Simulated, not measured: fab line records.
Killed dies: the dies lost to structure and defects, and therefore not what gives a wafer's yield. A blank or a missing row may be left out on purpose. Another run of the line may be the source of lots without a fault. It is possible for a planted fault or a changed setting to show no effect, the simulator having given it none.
Which of the tools did it?    flow sky130    42 wafers from 14 lots sampled at 5 of the route's 708 steps

== WHAT THE GAUGES READ, wafer by wafer ==
SKY_CAPM_RS_MEAS_03: a four-point-probe measurement. Usual: CAPM_TIN_RS 6.88 ohm/sq, standard deviation 0.089.
lot   measured      on             CAPM_TIN_RS (ohm/sq)  flag
L929  day 36 04:58  film_metro-04  6.92 6.83 6.83        
L930  day 36 12:06  film_metro-01  6.89 6.88 6.95        
L931  day 36 22:49  film_metro-03  6.87 6.72 6.88        
L932  day 37 04:53  film_metro-03  6.91 6.82 6.86        
L943  day 40 08:08  film_metro-01  7.00 7.03 7.12        
L944  day 40 15:50  film_metro-04  6.83 6.73 6.72        
L945  day 42 02:08  film_metro-03  6.72 6.78 6.84        
L947  day 42 04:08  film_metro-04  6.74 6.88 6.76        
L946  day 42 05:37  film_metro-01  6.74 6.85 6.85        
L948  day 42 05:38  film_metro-03  6.84 6.92 6.95        
L949  day 42 08:52  film_metro-03  6.75 6.75 6.77        
L950  day 42 13:05  film_metro-03  6.89 6.81 6.85        
L951  day 42 17:50  film_metro-03  6.79 6.76 6.92        
L952  day 42 23:28  film_metro-01  6.91 6.88 6.92        

SKY_VIA3_THK_MEAS_01. Usual: VIA3_HDPCVD_THK 1634 nm, standard deviation 17.
lot   measured      on             VIA3_HDPCVD_THK (nm)           flag
L929  day 38 11:22  film_metro-01  1622 1633 1625                 
L930  day 38 17:55  film_metro-02  1646 1641 1658                 
L931  day 39 03:37  film_metro-02  3259 3279 3265 3258 3279 3266  OFF
L932  day 39 09:43  film_metro-01  3280 3241 3240 3278 3243 3244  OFF
L943  day 42 10:27  film_metro-04  1602 1627 1626                 
L944  day 42 16:13  film_metro-01  1632 1627 1629                 
L945  day 44 01:50  film_metro-01  1625 1624 1628                 
L947  day 44 03:18  film_metro-01  1644 1646 1629                 
L946  day 44 04:16  film_metro-01  1650 1652 1663                 
L948  day 44 04:25  film_metro-02  1641 1631 1638                 
L949  day 44 07:57  film_metro-04  1609 1642 1633                 
L950  day 44 12:31  film_metro-04  1611 1649 1645                 
L951  day 44 16:02  film_metro-02  1626 1625 1626                 
L952  day 44 22:36  film_metro-02  1669 1658 1660                 

SKY_VIA3_CD_MEAS_12: the cd target is 200 nm. Usual: cd_nm reads 200.7 nm (standard deviation 1.2).
lot   measured      on         cd_nm (nm)         flag
L929  day 39 12:33  cd_sem-02  201.9 202.7 202.1  
L930  day 39 18:23  cd_sem-02  201.1 201.0 200.9  
L943  day 43 09:13  cd_sem-01  200.1 200.0 200.5  
L944  day 43 15:19  cd_sem-01  200.5 199.7 200.6  
L945  day 45 00:48  cd_sem-02  201.0 201.6 202.4  
L947  day 45 01:54  cd_sem-02  201.5 201.3 201.4  
L946  day 45 02:29  cd_sem-02  200.8 200.1 199.9  
L948  day 45 03:05  cd_sem-02  203.3 202.9 201.7  
L949  day 45 05:34  cd_sem-02  202.3 201.3 201.9  
L950  day 45 11:20  cd_sem-02  199.8 199.6 201.8  
L951  day 45 14:08  cd_sem-02  199.4 200.2 200.7  
L952  day 45 20:04  cd_sem-02  201.1 201.3 201.6  

== TOOL THAT RAN EACH LOT (tool first, then ch and the chambers of the sampled wafers, then the start) ==
lot   SKY_CAPM_CVD_00                  SKY_VIA3_HDPCVD_00
L929  pecvd-04 ch 0,1, day 36 04:47    hdpcvd-01 ch 0,1,2, day 38 11:11
L930  pecvd-03 ch 1,2, day 36 11:53    hdpcvd-01 ch 0,1,2, day 38 17:44
L931  pecvd-03 ch 0,1,2, day 36 22:35  hdpcvd-02 ch 0,1, day 39 03:02
L932  pecvd-04 ch 0,1,2, day 37 04:38  hdpcvd-02 ch 0,1,2, day 39 09:12
L943  pecvd-04 ch 0,1,2, day 40 07:56  hdpcvd-01 ch 0,1,2, day 42 10:17
L944  pecvd-03 ch 0,1,2, day 40 15:38  hdpcvd-01 ch 0,1,2, day 42 16:03
L945  pecvd-03 ch 0,1,2, day 42 01:56  hdpcvd-01 ch 0,1,2, day 44 01:41
L947  pecvd-02 ch 0,1,2, day 42 03:53  hdpcvd-02 ch 0,1,2, day 44 03:11
L946  pecvd-04 ch 0,1, day 42 05:26    hdpcvd-02 ch 0,2, day 44 04:06
L948  pecvd-02 ch 1,2, day 42 05:26    hdpcvd-01 ch 1,2, day 44 04:14
L949  pecvd-04 ch 1,2, day 42 08:40    hdpcvd-01 ch 0,2, day 44 07:47
L950  pecvd-02 ch 0,2, day 42 12:51    hdpcvd-01 ch 0,2, day 44 12:20
L951  pecvd-04 ch 0,2, day 42 17:35    hdpcvd-01 ch 0,1,2, day 44 15:56
L952  pecvd-04 ch 0, day 42 23:14      hdpcvd-02 ch 1,2, day 44 22:25
- SKY_CAPM_CVD_00: deposits SiO2, target thk 15.5 nm.
- SKY_VIA3_HDPCVD_00: deposits SiO2, target thk 1635 nm, time 272.5 s.

== AS READ BY THE TOOLS THEMSELVES (means over the sampled wafers that have a number; for cases with no such wafer, the mark the record gives instead) ==
SKY_CAPM_CVD_00. Usual: heater_power_w 771 W, standard deviation 93; rf_fwd_power_W 441.0 W, standard deviation 2.
lot   tool      heater_power_w (W)  rf_fwd_power_W (W)  flag
L929  pecvd-04  799                 441.2               
L930  pecvd-03  861                 441.8               
L931  pecvd-03  768                 441.5               
L932  pecvd-04  840                 441.8               
L943  pecvd-04  816                 440.7               
L944  pecvd-03  786                 440.9               
L945  pecvd-03  739                 441.3               
L947  pecvd-02  723                 440.7               
L946  pecvd-04  838                 442.1               
L948  pecvd-02  756                 442.2               
L949  pecvd-04  910                 439.9               
L950  pecvd-02  654                 439.6               
L951  pecvd-04  828                 441.4               
L952  pecvd-04  782                 440.5               

== THE ANSWER, worked out from the rows above alone ==
Rule: a lot is off if the mean of its wafers that have a number lies more than 3 standard deviations from the usual mean. Also off: a lot with no number at a reading for which 4 or more lots have one. Where the step has rows for the other lots, those lots are counted as sound. Order of review: gauges by route order, followed by the tools' own readings, for which a lot's mean as printed above is used. At the first step where some lot is off, the reading lying furthest off is the one used; lots without a number count as furthest.
Off: L931, L932, seen at SKY_VIA3_THK_MEAS_01 (VIA3_HDPCVD_THK).
A tool fits if, at a process step before that reading, it ran every lot that is off, and no sound lot after the first of them. The gauges at SKY_VIA3_THK_MEAS_01 are tried like those tools. Not one of the candidates tried fits.

== WHAT HAD BEEN PUT IN BY THE SIMULATOR ==
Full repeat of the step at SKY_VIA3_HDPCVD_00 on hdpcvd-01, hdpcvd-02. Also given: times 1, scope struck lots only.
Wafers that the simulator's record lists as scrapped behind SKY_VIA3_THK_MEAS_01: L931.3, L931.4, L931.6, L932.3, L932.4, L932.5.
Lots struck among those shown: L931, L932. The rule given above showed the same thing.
